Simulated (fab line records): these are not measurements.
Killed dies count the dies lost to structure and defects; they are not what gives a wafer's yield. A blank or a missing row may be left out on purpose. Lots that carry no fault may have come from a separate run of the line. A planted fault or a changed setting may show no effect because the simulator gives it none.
The tool behind it: which one?    flow gf180mcu    12 lots with 34 wafers sampled at 6 steps, on a route of 602 steps

== WHAT THE GAUGES SHOWED, per wafer ==
GF_STI_THK_MEAS_24.
lot   measured     on             STI_CVD_23_THK (nm)
L522  day 2 14:04  film_metro-04  652 649 655
L523  day 2 19:14  film_metro-01  656 652 650
L528  day 3 23:46  film_metro-03  651 654 651
L529  day 4 03:23  film_metro-01  644 655 648
L530  day 4 08:32  film_metro-03  647 650 651
L531  day 4 15:27  film_metro-01  654 655 654
L532  day 4 22:07  film_metro-04  648 655 646
L533  day 5 02:05  film_metro-01  653 651 663
L535  day 5 11:23  film_metro-04  651 643 650
L540  day 6 11:59  film_metro-04  505 649
L541  day 6 15:22  film_metro-03  649 508
L542  day 6 20:53  film_metro-03  652 648 508

GF_VT_IMPLANT_OVL_MEAS_18.
lot   measured      on          VT_IMPLANT_01_OVL (nm)
L522  day 6 17:15   overlay-02  1.9 -0.3 1.0
L523  day 6 23:37   overlay-02  -1.3 1.1 1.2
L528  day 8 09:46   overlay-01  1.6 3.2 3.6
L529  day 8 15:08   overlay-02  1.4 2.6 2.9
L530  day 8 22:21   overlay-02  3.8 1.3 2.9
L531  day 9 10:34   overlay-02  1.9 1.8 0.3
L532  day 9 20:51   overlay-02  -1.5 -0.5 -0.9
L533  day 9 21:22   overlay-01  0.0 -0.6 -0.2
L535  day 10 04:46  overlay-02  0.8 0.9 0.5
L540  day 11 11:41  overlay-01  3.6 2.5
L541  day 11 17:07  overlay-01  2.5 2.3
L542  day 12 00:53  overlay-02  4.2 5.1 3.3

== TOOL THAT RAN EACH LOT (tool first, then ch and the chambers of the sampled wafers, then the start) ==
lot   GF_STI_ETCH_14                   GF_STI_CVD_23                    GF_STI_CMP_25                 GF_DNWELL_STRIP_08
L522  rie_si-01 ch 0,1, day 2 11:58    hdpcvd-02 ch 1,2, day 2 13:59    cmp-02 ch 0,1,3, day 2 14:16  plasma_asher-04 ch 0,1, day 3 04:46
L523  rie_si-02 ch 0,2,3, day 2 17:21  hdpcvd-01 ch 0,2, day 2 19:09    cmp-01 ch 2,3, day 2 19:17    plasma_asher-04 ch 1, day 3 11:09
L528  rie_si-01 ch 0,2,3, day 3 21:31  hdpcvd-02 ch 0,1,2, day 3 23:41  cmp-02 ch 0,1, day 3 23:52    plasma_asher-04 ch 0,1, day 4 15:52
L529  rie_si-02 ch 0,3, day 4 00:28    hdpcvd-02 ch 0,1, day 4 03:17    cmp-01 ch 0,3, day 4 03:29    plasma_asher-01 ch 0,1, day 4 20:28
L530  rie_si-02 ch 1,3, day 4 05:12    hdpcvd-02 ch 0,1, day 4 08:28    cmp-01 ch 0,3, day 4 08:36    plasma_asher-04 ch 0,1, day 5 01:52
L531  rie_si-01 ch 0,2,3, day 4 09:48  hdpcvd-02 ch 0,1,2, day 4 15:22  cmp-01 ch 0,2,3, day 4 15:34  plasma_asher-01 ch 0,1, day 5 10:28
L532  rie_si-01 ch 2,3, day 4 16:31    hdpcvd-02 ch 0,1, day 4 22:02    cmp-01 ch 0,2,3, day 4 22:24  plasma_asher-03 ch 0,1, day 5 20:19
L533  rie_si-02 ch 1,2, day 4 21:24    hdpcvd-02 ch 0,1,2, day 5 02:00  cmp-01 ch 0,1,2, day 5 02:11  plasma_asher-01 ch 0,1, day 5 20:33
L535  rie_si-01 ch 2,3, day 5 09:21    hdpcvd-02 ch 1,2, day 5 11:18    cmp-02 ch 0,1, day 5 11:26    plasma_asher-04 ch 0,1, day 6 04:03
L540  rie_si-02 ch 2,3, day 6 10:03    hdpcvd-02 ch 0,1, day 6 11:54    cmp-01 ch 1,3, day 6 12:05    plasma_asher-04 ch 0,1, day 7 05:54
L541  rie_si-01 ch 0,1, day 6 13:34    hdpcvd-02 ch 0,2, day 6 15:17    cmp-02 ch 0,3, day 6 15:25    plasma_asher-04 ch 0,1, day 7 09:51
L542  rie_si-02 ch 1,2, day 6 18:27    hdpcvd-02 ch 0,2, day 6 20:45    cmp-01 ch 0,1,3, day 6 21:04  plasma_asher-04 ch 0,1, day 7 16:23
- GF_STI_ETCH_14: etches Si in HBr/Cl2/O2, target depth 360 nm, time 102.9 s.
- GF_STI_CVD_23: deposits SiO2, target thk 650 nm, time 108.3 s.
- GF_STI_CMP_25: polishes, stops on Si3N4, t overpolish 33 s, target thk 524.6 nm.
- GF_DNWELL_STRIP_08: strips in O2/N2.

== AS READ BY THE TOOLS THEMSELVES (means over the sampled wafers that have a number; for cases with no such wafer, the mark the record gives instead) ==
GF_STI_ETCH_14.
lot   tool       bias_w (W)  drypump_motor_current_A (A)  oes_product_au (a.u.)  throttle_valve_pct (%)
L522  rie_si-01  149.9       6.1                          0.998                  25.658
L523  rie_si-02  150.0       5.7                          1.004                  25.640
L528  rie_si-01  150.0       5.6                          1.003                  25.649
L529  rie_si-02  150.0       6.2                          1.007                  25.656
L530  rie_si-02  149.8       5.9                          1.003                  25.660
L531  rie_si-01  150.2       5.6                          0.997                  25.667
L532  rie_si-01  150.1       6.0                          0.988                  25.656
L533  rie_si-02  149.7       5.2                          1.006                  25.656
L535  rie_si-01  150.5       6.0                          1.001                  25.657
L540  rie_si-02  150.1       5.8                          1.007                  25.654
L541  rie_si-01  150.3       5.8                          0.998                  25.672
L542  rie_si-02  149.8       5.3                          1.003                  25.661

GF_STI_CMP_25.
lot   tool    edge_zone_pressure_frac  motor_current_A (A)  slurry_flow_ml_min  time_to_endpoint_s (s)
L522  cmp-02  1.000                    12.6                 150.4               126
L523  cmp-01  0.998                    11.7                 150.0               125
L528  cmp-02  1.002                    11.1                 149.9               125
L529  cmp-01  1.002                    12.0                 150.6               122
L530  cmp-01  0.999                    11.6                 150.3               118
L531  cmp-01  1.001                    12.0                 149.9               128
L532  cmp-01  1.005                    12.0                 150.3               124
L533  cmp-01  0.998                    12.5                 150.4               125
L535  cmp-02  1.004                    11.1                 149.9               126
L540  cmp-01  0.998                    12.2                 150.1               114
L541  cmp-02  1.002                    13.1                 150.1               106
L542  cmp-01  0.993                    12.8                 150.0               115

GF_DNWELL_STRIP_08.
lot   tool             drypump_motor_current_A (A)  heater_power_w (W)  oes_product_au (a.u.)  platen_temp_c (C)  strip_time_to_endpoint_s (s)
L522  plasma_asher-04  6.10                         269                 0.723                  250.26             36.92
L523  plasma_asher-04  6.17                         260                 0.731                  250.06             37.03
L528  plasma_asher-04  6.09                         268                 0.725                  249.97             37.01
L529  plasma_asher-01  6.19                         317                 0.727                  250.03             36.97
L530  plasma_asher-04  6.10                         269                 0.728                  250.26             36.85
L531  plasma_asher-01  6.34                         319                 0.715                  250.16             37.03
L532  plasma_asher-03  6.13                         358                 0.724                  250.08             37.04
L533  plasma_asher-01  6.36                         314                 0.725                  250.00             36.90
L535  plasma_asher-04  6.04                         283                 0.718                  250.07             36.88
L540  plasma_asher-04  6.07                         279                 0.720                  250.19             37.06
L541  plasma_asher-04  6.06                         277                 0.718                  250.12             37.01
L542  plasma_asher-04  6.03                         282                 0.720                  249.96             36.77

== THE ANSWER, worked out from the rows above alone ==
Rule: the usual values come from the lots themselves. The widest of any qualifying gaps counts: lots, ordered by their means at a reading, are off when they make up no more than a third of the lots, leave a main group of 4 or more, and stand apart from it by 3 or more times the standard deviation of that group's means. A main group whose means are all the same, to the digits that the tables above print for the reading, isn't used. Also off: a lot with no number at a reading for which 4 or more lots have one. The other lots that the step has rows for count as sound. First the gauges in route order, then the tools' own readings, where a lot's mean is used as printed above. At the first step where some lot is off, the reading lying furthest off is the one used; lots without a number count as furthest.
Off: L540, L541, L542, seen at GF_STI_THK_MEAS_24 (STI_CVD_23_THK). Main group: mean 651 nm, sd 2.4.
If a tool, at a process step before that reading, ran all the lots that are off and no sound lot after the first of them, it fits. Gauges at GF_STI_THK_MEAS_24: tried the same way as those tools. One fits: GF_STI_CVD_23 on hdpcvd-02. A fault onset in the window from L535 (day 5 11:18, its last sound lot) to L540 (day 6 11:54, its first lot off) fits.

== WHAT WAS PUT IN BY THE SIMULATOR ==
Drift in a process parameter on hdpcvd-02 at GF_STI_CVD_23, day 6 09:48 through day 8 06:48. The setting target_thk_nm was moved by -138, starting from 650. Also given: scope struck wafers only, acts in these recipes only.
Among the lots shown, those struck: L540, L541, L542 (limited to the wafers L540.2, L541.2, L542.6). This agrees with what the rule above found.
